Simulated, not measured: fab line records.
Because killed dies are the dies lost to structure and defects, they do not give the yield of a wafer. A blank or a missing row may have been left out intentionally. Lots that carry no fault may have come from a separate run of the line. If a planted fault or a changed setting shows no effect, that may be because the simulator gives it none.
Which tool is to blame?	flow sky130	24 lots, 72 wafers sampled, at 4 steps of a route of 708

## WHAT THE GAUGES READ, wafer by wafer
SKY_CAPM_THK_MEAS_04: measures by xrf.
lot	measured	on	CAPM_TIN_THK (nm)
L074	day 36 07:36	film-metro-02	206.8 203.3 204.5
L075	day 36 12:09	film-metro-02	202.1 201.4 203.5
L076	day 37 01:28	film-metro-02	203.3 202.0 206.1
L077	day 37 19:52	film-metro-02	203.4 204.3 201.2
L078	day 37 20:46	film-metro-04	203.1 205.7 205.2
L080	day 38 02:49	film-metro-02	204.1 206.0 205.5
L079	day 38 04:23	film-metro-04	203.0 200.8 201.5
L081	day 38 12:28	film-metro-04	198.6 201.2 198.8
L082	day 39 10:53	film-metro-01	203.6 203.6 204.2
L084	day 39 12:15	film-metro-02	206.9 208.2 208.4
L083	day 39 18:04	film-metro-01	204.8 203.8 201.3
L085	day 40 01:20	film-metro-04	200.1 198.5 196.5
L086	day 40 02:41	film-metro-02	203.5 201.8 204.0
L087	day 40 13:33	film-metro-04	204.4 206.0 202.0
L088	day 40 19:36	film-metro-02	199.3 198.1 202.1
L089	day 40 23:04	film-metro-01	200.3 197.4 203.5
L090	day 41 03:38	film-metro-04	203.6 203.4 204.5
L091	day 41 15:08	film-metro-04	202.4 202.3 200.5
L092	day 41 23:05	film-metro-01	199.6 202.2 197.5
L094	day 42 06:31	film-metro-01	202.8 205.5 200.1
L093	day 42 13:07	film-metro-02	205.7 201.7 203.2
L095	day 42 13:50	film-metro-04	207.3 207.4 203.1
L096	day 42 19:25	film-metro-01	200.9 202.1 199.0
L097	day 43 02:01	film-metro-01	204.3 209.6 208.4

SKY_VIA3_THK_MEAS_23: measures by xrf.
lot	measured	on	VIA3_W_THK (nm)
L074	day 39 15:58	film-metro-04	396 384 389
L075	day 39 20:34	film-metro-03	391 387 394
L076	day 40 08:42	film-metro-03	396 394 394
L077	day 41 01:32	film-metro-01	401 398 391
L078	day 41 02:41	film-metro-03	390 399 396
L080	day 41 08:16	film-metro-03	393 391 395
L079	day 41 09:35	film-metro-03	397 398 398
L081	day 41 17:22	film-metro-04	395 401 396
L082	day 42 13:55	film-metro-03	400 398 407
L084	day 42 16:23	film-metro-04	387 387 386
L083	day 42 21:34	film-metro-01	386 390 393
L085	day 43 04:02	film-metro-03	390 392 388
L086	day 43 05:16	film-metro-03	396 395 399
L087	day 43 15:16	film-metro-04	384 383 382
L088	day 43 21:10	film-metro-01	387 398 388
L089	day 43 23:38	film-metro-03	386 387 387
L090	day 44 05:17	film-metro-03	397 392 397
L091	day 44 15:05	film-metro-01	398 396 394
L092	day 44 23:19	film-metro-03	395 400 398
L094	day 45 05:44	film-metro-03	394 395 396
L093	day 45 10:50	film-metro-03	400 397 397
L095	day 45 12:01	film-metro-01	394 399 401
L096	day 45 17:25	film-metro-04	395 396 397
L097	day 45 22:34	film-metro-01	392 392 394

## WHICH TOOL RAN EACH LOT (tool, then ch and the chambers of the sampled wafers, then the start)
lot	SKY_METAL2_SPUTTER_01	SKY_METAL2_SPUTTER_04
L074	pvd-sputter-02, day 33 22:20	pvd-sputter-02, day 33 22:25
L075	pvd-sputter-03, day 34 04:26	pvd-sputter-03, day 34 04:31
L076	pvd-sputter-01, day 34 18:06	pvd-sputter-01, day 34 18:10
L077	pvd-sputter-01, day 35 11:11	pvd-sputter-01, day 35 11:15
L078	pvd-sputter-03, day 35 12:43	pvd-sputter-03, day 35 12:47
L080	pvd-sputter-03, day 35 18:40	pvd-sputter-03, day 35 18:44
L079	pvd-sputter-03, day 35 20:06	pvd-sputter-03, day 35 20:10
L081	pvd-sputter-02, day 36 04:20	pvd-sputter-02, day 36 04:24
L082	pvd-sputter-02, day 37 03:38	pvd-sputter-02, day 37 03:42
L084	pvd-sputter-01, day 37 06:22	pvd-sputter-01, day 37 06:26
L083	pvd-sputter-02, day 37 11:40	pvd-sputter-02, day 37 11:44
L085	pvd-sputter-01, day 37 20:01	pvd-sputter-01, day 37 20:05
L086	pvd-sputter-01, day 37 20:55	pvd-sputter-01, day 37 20:59
L087	pvd-sputter-02, day 38 07:35	pvd-sputter-02, day 38 07:39
L088	pvd-sputter-02, day 38 14:37	pvd-sputter-02, day 38 14:41
L089	pvd-sputter-03, day 38 18:14	pvd-sputter-03, day 38 18:19
L090	pvd-sputter-01, day 38 23:25	pvd-sputter-01, day 38 23:29
L091	pvd-sputter-01, day 39 10:45	pvd-sputter-01, day 39 10:49
L092	pvd-sputter-02, day 39 19:04	pvd-sputter-02, day 39 19:08
L094	pvd-sputter-03, day 40 02:58	pvd-sputter-03, day 40 03:02
L093	pvd-sputter-02, day 40 10:03	pvd-sputter-02, day 40 10:07
L095	pvd-sputter-03, day 40 10:04	pvd-sputter-03, day 40 10:08
L096	pvd-sputter-02, day 40 16:49	pvd-sputter-02, day 40 16:53
L097	pvd-sputter-02, day 40 23:28	pvd-sputter-02, day 40 23:32
- SKY_METAL2_SPUTTER_01: material TiN, target thk 20 nm, time 16.7 s.
- SKY_METAL2_SPUTTER_04: material TiN, target thk 70 nm, time 58.3 s.

## WHAT THE TOOLS THEMSELVES READ (means of the sampled wafers that have a number; where no wafer has one, the mark that the record gives instead)
SKY_METAL2_SPUTTER_01.
lot	tool	throttle-valve-pct (%)
L074	pvd-sputter-02	29.4
L075	pvd-sputter-03	29.7
L076	pvd-sputter-01	29.7
L077	pvd-sputter-01	30.9
L078	pvd-sputter-03	30.3
L080	pvd-sputter-03	30.5
L079	pvd-sputter-03	29.4
L081	pvd-sputter-02	30.3
L082	pvd-sputter-02	30.4
L084	pvd-sputter-01	30.8
L083	pvd-sputter-02	29.4
L085	pvd-sputter-01	30.4
L086	pvd-sputter-01	30.6
L087	pvd-sputter-02	29.6
L088	pvd-sputter-02	30.4
L089	pvd-sputter-03	29.4
L090	pvd-sputter-01	30.6
L091	pvd-sputter-01	30.4
L092	pvd-sputter-02	29.5
L094	pvd-sputter-03	31.5
L093	pvd-sputter-02	29.6
L095	pvd-sputter-03	30.7
L096	pvd-sputter-02	29.5
L097	pvd-sputter-02	28.7

SKY_METAL2_SPUTTER_04.
lot	tool	throttle-valve-pct (%)
L074	pvd-sputter-02	29.5
L075	pvd-sputter-03	29.3
L076	pvd-sputter-01	29.7
L077	pvd-sputter-01	30.9
L078	pvd-sputter-03	30.0
L080	pvd-sputter-03	30.5
L079	pvd-sputter-03	29.3
L081	pvd-sputter-02	30.3
L082	pvd-sputter-02	30.5
L084	pvd-sputter-01	30.6
L083	pvd-sputter-02	29.5
L085	pvd-sputter-01	30.5
L086	pvd-sputter-01	30.5
L087	pvd-sputter-02	29.7
L088	pvd-sputter-02	30.5
L089	pvd-sputter-03	29.5
L090	pvd-sputter-01	30.4
L091	pvd-sputter-01	30.4
L092	pvd-sputter-02	29.4
L094	pvd-sputter-03	31.4
L093	pvd-sputter-02	29.7
L095	pvd-sputter-03	30.8
L096	pvd-sputter-02	29.4
L097	pvd-sputter-02	28.8

## THE ANSWER, worked out from the rows above alone
Rule: the lots themselves supply what counts as usual. The widest of any qualifying gaps counts: lots, ordered by their means at a reading, are off when they make up no more than a third of the lots, leave a main group of 4 or more, and stand apart from it by 3 or more times the standard deviation of that group's means. A main group is skipped when, at the precision printed for the reading in the tables above, its means are all equal. A lot without any number at a reading at which 4 lots or more have one is off too. Any other lot the step has rows for is counted as sound. The gauges are gone through in route order, then the tools' own readings, and for those a lot's mean is taken as printed above. The first step at which some lot is off is used, and at that step the reading that is off furthest; a lot without a number counts as furthest.
Nothing can be told from this: no lot is off at any reading shown.

## WHAT WAS PUT IN BY THE SIMULATOR
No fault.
